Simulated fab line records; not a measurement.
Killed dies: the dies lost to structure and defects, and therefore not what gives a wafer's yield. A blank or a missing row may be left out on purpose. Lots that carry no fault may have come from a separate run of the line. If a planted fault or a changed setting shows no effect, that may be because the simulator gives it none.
Matching of chambers || flow sky130 || cmp-01 running SKY_LI_CONTACT_CMP_02: 4 sister chambers
The step polishes PSG. 8 wafers are shown with their chamber, then 7 later ones without.

WAFERS PAIRED WITH THEIR CHAMBERS
{"wafer": "L985.1", "chamber": 0, "motor_current_A (A)": 12.7, "time_to_endpoint_s (s)": 28.2}
{"wafer": "L986.4", "chamber": 0, "motor_current_A (A)": 13.8, "time_to_endpoint_s (s)": 31.3}
{"wafer": "L987.3", "chamber": 1, "motor_current_A (A)": 11.2, "time_to_endpoint_s (s)": 30.9}
{"wafer": "L987.6", "chamber": 2, "motor_current_A (A)": 9.9, "time_to_endpoint_s (s)": 32.4}
{"wafer": "L989.1", "chamber": 2, "motor_current_A (A)": 10.7, "time_to_endpoint_s (s)": 32.6}
{"wafer": "L989.6", "chamber": 3, "motor_current_A (A)": 11.4, "time_to_endpoint_s (s)": 32.8}
{"wafer": "L102.2", "chamber": 3, "motor_current_A (A)": 11.3, "time_to_endpoint_s (s)": 31.6}
{"wafer": "L102.3", "chamber": 1, "motor_current_A (A)": 10.6, "time_to_endpoint_s (s)": 28.0}

WAFERS MISSING THEIR CHAMBER
{"wafer": "L102.5", "motor_current_A (A)": 11.7, "time_to_endpoint_s (s)": 30.0}
{"wafer": "L107.1", "motor_current_A (A)": 10.8, "time_to_endpoint_s (s)": 33.5}
{"wafer": "L107.3", "motor_current_A (A)": 11.6, "time_to_endpoint_s (s)": 31.9}
{"wafer": "L107.5", "motor_current_A (A)": 10.5, "time_to_endpoint_s (s)": 34.1}
{"wafer": "L108.1", "motor_current_A (A)": 13.0, "time_to_endpoint_s (s)": 28.4}
{"wafer": "L108.2", "motor_current_A (A)": 11.2, "time_to_endpoint_s (s)": 30.9}
{"wafer": "L108.6", "motor_current_A (A)": 13.4, "time_to_endpoint_s (s)": 28.4}

WHICH CHAMBER EACH ONE RAN IN
{"wafer": "L102.5", "from the rows above": "can't be placed: 3 or 1 or 0 or 2", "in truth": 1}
{"wafer": "L107.1", "from the rows above": "can't be placed: 2 or 3 or 1", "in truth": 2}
{"wafer": "L107.3", "from the rows above": "can't be placed: 3 or 1 or 2", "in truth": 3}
{"wafer": "L107.5", "from the rows above": "can't be placed: 2 or 3 or 1", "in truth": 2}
{"wafer": "L108.1", "from the rows above": 0, "in truth": 0}
{"wafer": "L108.2", "from the rows above": "can't be placed: 3 or 1 or 2", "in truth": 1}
{"wafer": "L108.6", "from the rows above": 0, "in truth": 0}
Placed correctly: 2 of 7. Cannot be placed on the basis of these rows: 5; the candidates contain the true chamber in 5. Placed wrongly: 0.
How it was worked out, from the rows above alone: a wafer's distance from a chamber is the root of the sum, over the readings, of the square of ((its reading less the chamber's mean) divided by the reading's scatter). If the next closest chamber is less than 2 further off than the closest, the wafer can't be placed; otherwise it belongs to the closest. The mean given for a chamber averages the wafers shown for that chamber. The scatter: the root of (the sum of the squares of (reading less its chamber's mean) over the shown wafers, divided by (wafers less chambers)).
